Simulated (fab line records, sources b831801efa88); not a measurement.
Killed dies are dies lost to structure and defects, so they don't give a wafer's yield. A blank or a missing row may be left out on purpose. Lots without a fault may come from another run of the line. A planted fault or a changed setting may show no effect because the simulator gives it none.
Which tool did it? | flow gf180mcu | 13 lots, 39 wafers sampled, at 4 steps of a route of 602

WHAT THE GAUGES READ, wafer by wafer
GF_PASSIVATION_THK_MEAS_01.
lot  | measured     | on            | PASSIVATION_CVD_00_THK (nm)
L302 | day 28 06:08 | film_metro-02 | 999 1010 1021
L303 | day 28 18:07 | film_metro-02 | 1024 1020 1027
L306 | day 29 18:51 | film_metro-03 | 1017 1022 1022
L307 | day 30 01:34 | film_metro-04 | 1034 1049 1045
L309 | day 30 11:41 | film_metro-04 | 994 1012 1025
L308 | day 30 12:10 | film_metro-04 | 1025 1034 1045
L310 | day 31 01:11 | film_metro-03 | 1027 1039 1049
L311 | day 31 08:29 | film_metro-04 | 1026 1033 1025
L313 | day 31 13:43 | film_metro-02 | 994 996 1002
L315 | day 32 06:29 | film_metro-02 | 1012 1020 1025
L316 | day 32 12:01 | film_metro-04 | 1019 1022 1029
L317 | day 32 22:04 | film_metro-02 | 1008 1014 1005
L318 | day 32 23:43 | film_metro-03 | 1002 1018 1017

WHICH TOOL RAN EACH LOT (tool, then ch and the chambers of the sampled wafers, then the start)
lot  | GF_MIM_SPUTTER_01            | GF_V5_CVD_02                    | GF_PASSIVATION_CVD_00
L302 | pvd_sputter-02, day 24 15:08 | pecvd-01 ch 0,1, day 26 10:46   | pecvd-01 ch 0,1, day 28 06:01
L303 | pvd_sputter-02, day 25 03:58 | pecvd-03 ch 1,2, day 26 22:48   | pecvd-04 ch 0,2, day 28 18:02
L306 | pvd_sputter-02, day 26 05:49 | pecvd-02 ch 0,1, day 28 01:01   | pecvd-04 ch 0,1,2, day 29 18:46
L307 | pvd_sputter-03, day 26 14:17 | pecvd-03 ch 1,2, day 28 08:34   | pecvd-03 ch 0,1,2, day 30 01:29
L309 | pvd_sputter-03, day 27 01:47 | pecvd-02 ch 1,2, day 28 18:56   | pecvd-04 ch 0,1,2, day 30 11:37
L308 | pvd_sputter-02, day 27 02:05 | pecvd-01 ch 0,1, day 28 19:19   | pecvd-03 ch 0,2, day 30 12:05
L310 | pvd_sputter-04, day 27 18:24 | pecvd-02 ch 0,1,2, day 29 09:24 | pecvd-03 ch 0,1,2, day 31 01:06
L311 | pvd_sputter-02, day 28 02:27 | pecvd-01 ch 1, day 29 17:24     | pecvd-03 ch 0,1, day 31 08:24
L313 | pvd_sputter-03, day 28 08:09 | pecvd-03 ch 0,1,2, day 29 23:31 | pecvd-01 ch 0,1,2, day 31 13:38
L315 | pvd_sputter-02, day 29 00:32 | pecvd-03 ch 0,1,2, day 30 15:10 | pecvd-04 ch 0,2, day 32 06:22
L316 | pvd_sputter-04, day 29 07:35 | pecvd-03 ch 0,1, day 30 22:52   | pecvd-01 ch 0,1,2, day 32 11:56
L317 | pvd_sputter-03, day 29 19:58 | pecvd-03 ch 0,1,2, day 31 09:52 | pecvd-04 ch 0,2, day 32 21:57
L318 | pvd_sputter-03, day 29 22:00 | pecvd-01 ch 0,1,2, day 31 11:37 | pecvd-04 ch 0,1,2, day 32 23:38
- GF_MIM_SPUTTER_01: material TiN, target thk 30 nm, time 25 s.
- GF_V5_CVD_02: deposits SiO2 from TEOS, target thk 1450 nm, time 163.28 s.
- GF_PASSIVATION_CVD_00: deposits SiO2 from TEOS, target thk 1000 nm, time 113.6 s.

WHAT THE TOOLS THEMSELVES READ (means of the sampled wafers that have a number; where no wafer has one, the mark that the record gives instead)
GF_MIM_SPUTTER_01.
lot  | tool           | cathode_dc_power_W (W) | throttle_valve_pct (%)
L302 | pvd_sputter-02 | 6499.1                 | 30.1
L303 | pvd_sputter-02 | 6500.4                 | 30.0
L306 | pvd_sputter-02 | 6498.9                 | 29.6
L307 | pvd_sputter-03 | 6501.1                 | 31.7
L309 | pvd_sputter-03 | 6500.7                 | 29.8
L308 | pvd_sputter-02 | 6501.4                 | 30.0
L310 | pvd_sputter-04 | 6500.2                 | 30.7
L311 | pvd_sputter-02 | 6499.9                 | 29.7
L313 | pvd_sputter-03 | 6500.3                 | 31.4
L315 | pvd_sputter-02 | 6500.3                 | 30.0
L316 | pvd_sputter-04 | 6498.4                 | 30.5
L317 | pvd_sputter-03 | 6499.6                 | 31.3
L318 | pvd_sputter-03 | 6499.3                 | 31.4

GF_V5_CVD_02.
lot  | tool     | heater_power_w (W)
L302 | pecvd-01 | 614
L303 | pecvd-03 | 690
L306 | pecvd-02 | 610
L307 | pecvd-03 | 716
L309 | pecvd-02 | 667
L308 | pecvd-01 | 530
L310 | pecvd-02 | 624
L311 | pecvd-01 | 545
L313 | pecvd-03 | 745
L315 | pecvd-03 | 689
L316 | pecvd-03 | 835
L317 | pecvd-03 | 738
L318 | pecvd-01 | 660

GF_PASSIVATION_CVD_00.
lot  | tool     | heater_power_w (W)
L302 | pecvd-01 | 572
L303 | pecvd-04 | 624
L306 | pecvd-04 | 595
L307 | pecvd-03 | 700
L309 | pecvd-04 | 649
L308 | pecvd-03 | 678
L310 | pecvd-03 | 710
L311 | pecvd-03 | 749
L313 | pecvd-01 | 664
L315 | pecvd-04 | 569
L316 | pecvd-01 | 666
L317 | pecvd-04 | 595
L318 | pecvd-04 | 640

THE ANSWER, worked out from the rows above alone
Rule: what is usual is taken from the lots themselves. Put in order of their means at a reading, lots are off if they are a third of the lots or fewer, leave a main group of 4 or more, and stand apart from it by a gap of 3 or more times the standard deviation of the main group's means; of several such gaps the widest counts. A main group whose means are all the same, to the digits that the tables above print for the reading, isn't used. A lot without any number at a reading at which 4 lots or more have one is off too. The other lots that the step has rows for count as sound. The gauges are gone through in route order, then the tools' own readings, and for those a lot's mean is taken as printed above. The first step at which some lot is off is used, and at that step the reading that is off furthest; a lot without a number counts as furthest.
No lot is off at any reading shown: from this, nothing can be told.

WHAT THE SIMULATOR HAD PUT IN
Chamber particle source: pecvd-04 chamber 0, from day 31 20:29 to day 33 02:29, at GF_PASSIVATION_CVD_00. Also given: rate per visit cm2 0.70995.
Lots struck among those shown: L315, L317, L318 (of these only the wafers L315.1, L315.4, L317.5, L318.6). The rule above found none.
